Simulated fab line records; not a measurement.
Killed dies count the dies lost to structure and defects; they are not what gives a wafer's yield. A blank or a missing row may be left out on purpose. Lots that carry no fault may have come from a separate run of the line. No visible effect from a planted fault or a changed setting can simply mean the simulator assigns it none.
Struck lot and sound lot, side by side ; flow sfq-line ; 42 out of 325 route steps
Sound: wafers L565.1, L565.3, L565.5. Struck: wafer L555.5. (L555.4, L555.6 of the same lot were not struck and are left out.) The cause comes at the end.
For every step that has rows: the tool of each side, followed by ch and its chambers, followed by its first start. Under that, the readings that differ: sound wafers ; struck wafers ; difference of the means ; sigmas: that difference in standard deviations of wafers without a fault.
alike: same words and numbers on both sides, and readings whose means sit less than 2 such deviations apart. not compared: any withheld reading, any reading some wafer has no value for, any bound like >300 that may hide the same value, and any number with overlapping values for which the record gives no deviation.
Wherever a step has rows on one side only, a row that says differs or no value, or a row with sigmas, the two part there. Non-overlapping numbers with no deviation appear without sigmas and do not part them. A reading that every wafer of one side lacks parts them only if that side has two wafers or more.

first, 6 steps without rows for these wafers: SFQ_TRILAYER_I1_VIA_LITHO_COAT_054 (resist thk 62 nm); SFQ_TRILAYER_I1_VIA_LITHO_COAT_049 (resist thk 650 nm); SFQ_TRILAYER_I1_VIA_LITHO_SOFTBAKE_053; SFQ_TRILAYER_I1_VIA_LITHO_EXPOSE_050 (exposes mask I1, target cd 500 nm); SFQ_TRILAYER_I1_VIA_LITHO_PEB_052 (peb time 60 s); SFQ_TRILAYER_I1_VIA_LITHO_DEVELOP_051 (time 60 s).
SFQ_I1_OVL_MEAS_913:
  sound: overlay-02 at day 37 13:31; struck: overlay-02 at day 32 19:34
  alike: I1_OVL
then, 1 step without rows for these wafers: SFQ_TRILAYER_I1_VIA_BARC_OPEN_VIA_ETCH_071 (etches BARC in O2, target depth 125 nm, time 41.7 s).
SFQ_TRILAYER_I1_VIA_ETCH_VIA_ETCH_052: etches SiO2 in CHF3, stops on Nb, target depth 260 nm.
  sound on rie-diel-03 ch 1,3, day 37 13:36; struck on rie-diel-03 ch 0, day 32 19:41
  alike: drypump-motor-current-A, oes-product-au
then, 3 steps without rows for these wafers: SFQ_TRILAYER_I1_VIA_STRIP_STRIP_053 (strips in O2); SFQ_TRILAYER_I1_VIA_STRIP_SOLV_CLEAN_054 (cleans in NMP, time 600 s); SFQ_TRILAYER_M2_DEP_PRE_CLEAN_056 (time 22.5 s).
SFQ_TRILAYER_M2_DEP_SPUTTER_055: material Nb, target thk 200 nm, time 133.3 s.
  sound: pvd-sputter-05 at day 37 14:32; struck: pvd-sputter-04 at day 32 20:33
reading;sound;struck;difference;sigmas
cathode-dc-power-W (W);2000.1 1999.8 1999.2;1264.8;-734.9;-99 or more
model.Nb_of_TRILAYER_M2_DEP_SPUTTER_055.thk-nm (nm);202.3 198.7 201.6;123.9;-77.0;
  alike: throttle-valve-pct
SFQ_M2_RS_MEAS_914: the measuring method here is four-point-probe.
  sound: film-metro-03 at day 37 14:37; struck: film-metro-04 at day 32 20:42
reading;sound;struck;difference;sigmas
M2_NB_RS (ohm/sq);0.880 0.896 0.884;1.444;+0.557;+57
then, 6 steps without rows for these wafers: SFQ_TRILAYER_M2_LITHO_COAT_062 (resist thk 62 nm); SFQ_TRILAYER_M2_LITHO_COAT_057 (resist thk 600 nm); SFQ_TRILAYER_M2_LITHO_SOFTBAKE_061; SFQ_TRILAYER_M2_LITHO_EXPOSE_058 (exposes mask M2, target cd 500 nm); SFQ_TRILAYER_M2_LITHO_PEB_060 (peb time 60 s); SFQ_TRILAYER_M2_LITHO_DEVELOP_059 (time 60 s).
SFQ_M2_OVL_MEAS_916:
  sound: overlay-02 at day 42 14:21; struck: overlay-01 at day 32 23:31
  alike: M2_OVL
SFQ_TRILAYER_M2_BARC_OPEN_METAL_ETCH_077: etches BARC in O2, target depth 125 nm, time 41.7 s.
  sound on rie-metal-03 ch 0,1, day 42 14:23; struck on rie-metal-01 ch 0, day 32 23:33
  alike: drypump-motor-current-A, oes-product-au
  not compared: rf-hours-counter-h
SFQ_TRILAYER_M2_ETCH_METAL_ETCH_060: etches Nb in Cl2/Ar, stops on SiO2, target depth 240 nm, time 120 s.
  sound on rie-metal-03 ch 0,1, day 42 14:27; struck on rie-metal-01 ch 0, day 32 23:38
reading;sound;struck;difference;sigmas
oes-product-au (a.u.);0.894 0.889 0.902;0.697;-0.198;-26
  alike: drypump-motor-current-A
  not compared: rf-hours-counter-h
then, 4 steps without rows for these wafers: SFQ_TRILAYER_M2_STRIP_STRIP_061 (strips in O2); SFQ_TRILAYER_M2_STRIP_SOLV_CLEAN_062 (cleans in NMP, time 600 s); SFQ_TRILAYER_I2_DEP_PECVD_063 (deposits SiO2 from SiH4/N2O, time 111.11 s, target thk 500 nm); SFQ_TRILAYER_I2_CMP_CMP_064 (polishes SiO2).
-- the record jumps here: 2 days lie between the struck wafers' starts before and after --
SFQ_I2_BOW_MEAS_917:
  sound: film-metro-02 at day 42 22:05; struck: film-metro-01 at day 34 23:41
reading;sound;struck;difference;sigmas
I2_BOW (um);-17 -18 -1;11;+23;+3
SFQ_TRILAYER_I2_METRO_MEASURE_065:
  sound: film-metro-02 at day 42 22:13; struck: film-metro-01 at day 35 00:21
  alike: thk-nm
then, 6 steps without rows for these wafers: SFQ_TRILAYER_I2_VIA_LITHO_COAT_072 (resist thk 62 nm); SFQ_TRILAYER_I2_VIA_LITHO_COAT_067 (resist thk 650 nm); SFQ_TRILAYER_I2_VIA_LITHO_SOFTBAKE_071; SFQ_TRILAYER_I2_VIA_LITHO_EXPOSE_068 (exposes mask I2, target cd 500 nm); SFQ_TRILAYER_I2_VIA_LITHO_PEB_070 (peb time 60 s); SFQ_TRILAYER_I2_VIA_LITHO_DEVELOP_069 (time 60 s).
-- the record jumps here: 5 days lie between the struck wafers' starts before and after --
SFQ_I2_OVL_MEAS_918:
  sound: overlay-01 at day 43 04:39; struck: overlay-02 at day 40 00:49
reading;sound;struck;difference;sigmas
I2_OVL (nm);-10 -15 -7;10;+21;+4
SFQ_TRILAYER_I2_VIA_BARC_OPEN_VIA_ETCH_096: etches BARC in O2, target depth 125 nm, time 41.7 s.
  sound on rie-diel-01 ch 1,3, day 43 04:41; struck on rie-diel-03 ch 2, day 40 00:50
  alike: drypump-motor-current-A, oes-product-au
  not compared: rf-hours-counter-h
then, 1 step without rows for these wafers: SFQ_TRILAYER_I2_VIA_ETCH_VIA_ETCH_070 (etches SiO2 in CHF3, stops on Nb, target depth 260 nm).
SFQ_TRILAYER_I2_VIA_STRIP_STRIP_071: strips in O2.
  sound on rie-metal-01 ch 1, day 43 04:50; struck on rie-metal-01 ch 1, day 40 01:35
  alike: drypump-motor-current-A, oes-product-au
  not compared: rf-hours-counter-h
then, 2 steps without rows for these wafers: SFQ_TRILAYER_I2_VIA_STRIP_SOLV_CLEAN_072 (cleans in NMP, time 600 s); SFQ_TRILAYER_M3_DEP_PRE_CLEAN_074 (time 22.5 s).
-- the record jumps here: 36 days lie between the struck wafers' starts before and after --
SFQ_M8_BOW_MEAS_951:
  sound: film-metro-02 at day 84 20:10; struck: film-metro-01 at day 76 08:26
reading;sound;struck;difference;sigmas
model.etest.m2.ohm-um;1.759 1.801 1.767;2.885;+1.109;
model.etest.i1.link-ohm;1.944 1.961 1.955;2.643;+0.690;
model.etest.i2.link-ohm;1.948 1.98 1.95;2.504;+0.545;
model.etest.m2.ohm-sq;0.8808 0.8966 0.8837;1.438;+0.551;
  alike: M8_BOW

WHERE THEY PART
First at SFQ_TRILAYER_M2_DEP_SPUTTER_055; last, within this record, at SFQ_I2_OVL_MEAS_918. Later steps at which nothing parts them and some readings are alike: SFQ_TRILAYER_I2_VIA_BARC_OPEN_VIA_ETCH_096, SFQ_TRILAYER_I2_VIA_STRIP_STRIP_071, SFQ_M8_BOW_MEAS_951.

WHY: what had been put in by the simulator
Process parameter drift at SFQ_TRILAYER_M2_DEP_SPUTTER_055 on pvd-sputter-04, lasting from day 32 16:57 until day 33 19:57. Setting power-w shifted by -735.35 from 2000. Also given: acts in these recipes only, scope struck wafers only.
